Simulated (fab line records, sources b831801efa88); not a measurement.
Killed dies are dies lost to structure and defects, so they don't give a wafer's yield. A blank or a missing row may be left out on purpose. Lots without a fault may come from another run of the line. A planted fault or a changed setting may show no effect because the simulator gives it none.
Which tool did it? | flow sky130 | 13 lots, 37 wafers sampled, at 4 steps of a route of 708

WHAT THE GAUGES READ, wafer by wafer
SKY_NWELL_THK_MEAS_02. Usual: NWELL_OXIDATION_THK 9.92 nm, standard deviation 0.2.
lot  | measured    | on            | NWELL_OXIDATION_THK (nm) | flag
L458 | day 2 14:44 | film_metro-02 | 9.77 9.98 10.03          |
L460 | day 3 03:22 | film_metro-02 | 10.25 10.02 10.04        |
L461 | day 3 08:51 | film_metro-04 | 9.87 9.99 9.90           |
L462 | day 3 11:07 | film_metro-03 | 9.89 9.83 9.97           |
L463 | day 3 17:04 | film_metro-03 | 9.87 9.81 10.23          |
L464 | day 3 22:28 | film_metro-02 | 9.67 9.83 9.95           |
L465 | day 4 01:17 | film_metro-02 | 9.96 10.10 10.21         |
L466 | day 4 07:05 | film_metro-02 | 10.23 10.13 10.34        |
L467 | day 4 10:54 | film_metro-03 | 10.20 10.15 10.31        |
L470 | day 5 05:26 | film_metro-02 | 9.85 9.66 9.66           |
L477 | day 6 13:38 | film_metro-02 | 9.84 9.95                |
L478 | day 6 20:47 | film_metro-04 | 9.89 9.62                |
L480 | day 7 03:54 | film_metro-04 | 9.99 9.83 10.00          |

SKY_SONOS_TUNNEL_CD_MEAS_07: target cd 410 nm. Usual: cd_nm 409.1 nm, standard deviation 2.1.
lot  | measured     | on        | cd_nm (nm)        | flag
L458 | day 11 06:46 | cd_sem-02 | 410.4 410.9 409.7 |
L460 | day 12 02:26 | cd_sem-01 | 408.4 407.8 405.8 |
L461 | day 12 11:47 | cd_sem-01 | 407.8 408.4 408.1 |
L462 | day 12 14:47 | cd_sem-02 | 407.9 408.2 408.5 |
L463 | day 12 23:13 | cd_sem-02 | 409.8 410.8 409.5 |
L464 | day 13 06:28 | cd_sem-01 | 406.4 405.7 406.2 |
L465 | day 13 11:58 | cd_sem-01 | 411.4 411.5 411.8 |
L466 | day 13 20:14 | cd_sem-02 | 408.3 406.5 407.8 |
L467 | day 14 00:17 | cd_sem-01 | 411.1 409.7 410.5 |
L470 | day 15 07:04 | cd_sem-01 | 410.3 411.6 410.7 |
L477 | day 17 06:59 | cd_sem-01 | 406.7 406.6       |
L478 | day 17 13:37 | cd_sem-01 | 411.9 408.3       |
L480 | day 18 03:47 | cd_sem-01 | 408.8 407.9 408.4 |

WHICH TOOL RAN EACH LOT (tool, then ch and the chambers of the sampled wafers, then the start)
lot  | SKY_FIELD_ISO_ETCH_17           | SKY_DNWELL_STRIP_08
L458 | rie_si-02 ch 1,2,3, day 2 07:57 | plasma_asher-02 ch 0,1, day 3 06:14
L460 | rie_si-01 ch 0,1,3, day 2 21:21 | plasma_asher-02 ch 0,1, day 3 18:46
L461 | rie_si-01 ch 0,1,3, day 3 00:57 | plasma_asher-01 ch 0,1, day 4 00:53
L462 | rie_si-02 ch 0,1,2, day 3 01:18 | plasma_asher-01 ch 0,1, day 4 02:40
L463 | rie_si-02 ch 1,2, day 3 06:51   | plasma_asher-02 ch 0,1, day 4 09:45
L464 | rie_si-01 ch 0,2,3, day 3 11:23 | plasma_asher-01 ch 0,1, day 4 14:46
L465 | rie_si-02 ch 0,2,3, day 3 16:14 | plasma_asher-01 ch 0,1, day 4 17:55
L466 | rie_si-02 ch 0,1,3, day 3 23:42 | plasma_asher-04 ch 0,1, day 4 23:58
L467 | rie_si-01 ch 0,1,3, day 4 03:34 | plasma_asher-02 ch 0,1, day 5 04:00
L470 | rie_si-02 ch 0,1, day 4 20:24   | plasma_asher-04 ch 0,1, day 5 23:25
L477 | rie_si-01 ch 1, day 6 07:03     | plasma_asher-01 ch 0, day 7 09:46
L478 | rie_si-01 ch 0,2, day 6 13:32   | plasma_asher-02 ch 0,1, day 7 16:34
L480 | rie_si-02 ch 0,2, day 6 22:20   | plasma_asher-02 ch 0,1, day 7 23:56
- SKY_FIELD_ISO_ETCH_17: etches Si in HBr/Cl2/O2, target depth 342 nm, time 97.7 s.
- SKY_DNWELL_STRIP_08: strips in O2/N2.

WHAT THE TOOLS THEMSELVES READ (means of the sampled wafers that have a number; where no wafer has one, the mark that the record gives instead)
SKY_FIELD_ISO_ETCH_17. Usual: HBr_flow_sccm 150.0 sccm, standard deviation 0.43; chamber_pressure_mTorr 15.000 mTorr, standard deviation 0.013; drypump_motor_current_A 5.6 A, standard deviation 0.34; oes_product_au 1.000 a.u., standard deviation 0.008; run_length_s 126.0 s, standard deviation 0.4; throttle_valve_pct 25.655 %, standard deviation 0.01.
lot  | tool      | HBr_flow_sccm (sccm) | chamber_pressure_mTorr (mTorr) | drypump_motor_current_A (A) | oes_product_au (a.u.) | run_length_s (s) | throttle_valve_pct (%) | flag
L458 | rie_si-02 | 150.3                | 14.990                         | 5.5                         | 1.005                 | 125.9            | 25.649                 |
L460 | rie_si-01 | 150.2                | 15.006                         | 5.6                         | 1.002                 | 126.3            | 25.642                 |
L461 | rie_si-01 | 150.1                | 15.000                         | 5.6                         | 0.998                 | 126.0            | 25.652                 |
L462 | rie_si-02 | 150.0                | 14.999                         | 5.7                         | 1.004                 | 126.1            | 25.653                 |
L463 | rie_si-02 | 150.1                | 15.012                         | 5.2                         | 1.011                 | 125.7            | 25.652                 |
L464 | rie_si-01 | 149.7                | 14.985                         | 5.6                         | 1.005                 | 126.0            | 25.658                 |
L465 | rie_si-02 | 150.0                | 14.999                         | 6.0                         | 0.991                 | 126.2            | 25.653                 |
L466 | rie_si-02 | 149.8                | 14.997                         | 5.8                         | 0.998                 | 125.8            | 25.665                 |
L467 | rie_si-01 | 150.1                | 14.996                         | 5.6                         | 1.001                 | 126.2            | 25.651                 |
L470 | rie_si-02 | 149.9                | 15.007                         | 5.5                         | 1.001                 | 125.8            | 25.659                 |
L477 | rie_si-01 | 149.7                | 14.994                         | 5.6                         | 0.996                 | 137.8            | 25.648                 | OFF
L478 | rie_si-01 | 149.8                | 14.998                         | 5.6                         | 0.996                 | 132.2            | 25.659                 | OFF
L480 | rie_si-02 | 150.4                | 14.996                         | 5.9                         | 0.990                 | 125.9            | 25.652                 |

SKY_DNWELL_STRIP_08. Usual: chamber_pressure_mTorr 1500.0 mTorr, standard deviation 1.2; drypump_motor_current_A 5.7 A, standard deviation 0.34; oes_product_au 0.723 a.u., standard deviation 0.0042; strip_time_to_endpoint_s 36.92 s, standard deviation 0.11.
lot  | tool            | chamber_pressure_mTorr (mTorr) | drypump_motor_current_A (A) | oes_product_au (a.u.) | strip_time_to_endpoint_s (s) | flag
L458 | plasma_asher-02 | 1500.3                         | 5.7                         | 0.726                 | 37.04                        |
L460 | plasma_asher-02 | 1499.0                         | 5.7                         | 0.723                 | 37.02                        |
L461 | plasma_asher-01 | 1501.7                         | 5.9                         | 0.724                 | 36.89                        |
L462 | plasma_asher-01 | 1499.4                         | 5.7                         | 0.723                 | 36.94                        |
L463 | plasma_asher-02 | 1500.2                         | 6.0                         | 0.728                 | 36.97                        |
L464 | plasma_asher-01 | 1500.3                         | 5.7                         | 0.726                 | 36.80                        |
L465 | plasma_asher-01 | 1500.3                         | 5.8                         | 0.722                 | 36.86                        |
L466 | plasma_asher-04 | 1498.8                         | 5.6                         | 0.722                 | 36.93                        |
L467 | plasma_asher-02 | 1498.9                         | 5.9                         | 0.720                 | 36.98                        |
L470 | plasma_asher-04 | 1499.6                         | 5.6                         | 0.720                 | 37.08                        |
L477 | plasma_asher-01 | 1500.4                         | 5.6                         | 0.728                 | 36.77                        |
L478 | plasma_asher-02 | 1499.0                         | 5.8                         | 0.724                 | 36.88                        |
L480 | plasma_asher-02 | 1501.1                         | 5.7                         | 0.720                 | 36.84                        |

THE ANSWER, worked out from the rows above alone
Rule: a lot is off if the mean of its wafers that have a number lies more than 3 standard deviations from the usual mean. A lot without any number at a reading at which 4 lots or more have one is off too. The other lots that the step has rows for count as sound. The gauges are gone through in route order, then the tools' own readings, and for those a lot's mean is taken as printed above. The first step at which some lot is off is used, and at that step the reading that is off furthest; a lot without a number counts as furthest.
Off: L477, L478, at SKY_FIELD_ISO_ETCH_17 (run_length_s).
A tool fits if, at that step or a process step before it, it ran every lot that is off, and no sound lot after the first of them. One fits: rie_si-01 at SKY_FIELD_ISO_ETCH_17. Its last sound lot is L467 (day 4 03:34), its first lot that is off L477 (day 6 07:03): a fault that began between those two fits.
The tool's own readings at SKY_FIELD_ISO_ETCH_17 bear it out: on the lots that are off they differ by more than 5 times the standard deviation of the sound lots' means. run_length_s reads 135.0 s there against 126.0 s on the sound lots.

WHAT THE SIMULATOR HAD PUT IN
Process parameter drift: rie_si-01, from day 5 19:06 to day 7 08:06, at SKY_FIELD_ISO_ETCH_17. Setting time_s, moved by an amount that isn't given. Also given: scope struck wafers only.
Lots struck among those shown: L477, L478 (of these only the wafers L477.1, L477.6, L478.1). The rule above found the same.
